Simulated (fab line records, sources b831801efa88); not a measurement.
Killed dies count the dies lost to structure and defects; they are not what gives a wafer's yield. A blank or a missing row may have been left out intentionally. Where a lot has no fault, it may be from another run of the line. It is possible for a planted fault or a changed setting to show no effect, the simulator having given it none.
Chamber matching | flow sky130 | 4 sister chambers for SKY_CONTACT_CMP_27 on cmp-01
The step polishes, stops on SiO2, t overpolish 15 s, target thk 0 nm. 8 wafers are shown with their chamber, then 7 later ones without.

== EACH WAFER AND ITS CHAMBER ==
wafer  | chamber | motor current A (A) | time to endpoint s (s)
L993.1 | 2       | 10.4                | 77.9
L995.1 | 0       | 11.9                | 81.6
L995.3 | 1       | 10.0                | 83.0
L996.5 | 1       | 10.2                | 81.4
L111.5 | 3       | 10.7                | 82.8
L111.6 | 2       | 10.8                | 79.3
L114.3 | 3       | 11.0                | 80.4
L114.5 | 0       | 11.2                | 79.7

== WAFERS WITHOUT THEIR CHAMBER ==
wafer  | motor current A (A) | time to endpoint s (s)
L114.6 | 9.8                 | 78.9
L115.1 | 9.9                 | 82.3
L115.3 | 11.6                | 84.7
L115.4 | 11.4                | 78.9
L116.1 | 9.9                 | 81.3
L116.3 | 11.8                | 78.9
L116.5 | 11.1                | 81.1

== WHICH CHAMBER EACH ONE RAN IN ==
wafer  | from the rows above          | in truth
L114.6 | can't be placed: 2 or 1 or 3 | 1
L115.1 | 1                            | 1
L115.3 | can't be placed: 0 or 3      | 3
L115.4 | can't be placed: 0 or 2 or 3 | 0
L116.1 | 1                            | 1
L116.3 | 0                            | 0
L116.5 | can't be placed: 3 or 0 or 2 | 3
Correctly placed: 3 of 7. These rows do not allow placing 4 (true chamber among the candidates in 4). 0 placed wrongly.
How it was worked out, from the rows above alone: a wafer's distance from a chamber is the root of the sum, over the readings, of the square of ((its reading less the chamber's mean) divided by the reading's scatter). The wafer belongs to the nearest chamber; if the next one is less than 2 further off, it can't be placed. Each chamber's mean is taken over the wafers shown for it. The scatter: take each reading less its chamber's mean, square it, sum over the shown wafers, divide by the number of wafers less the number of chambers, and take the root.
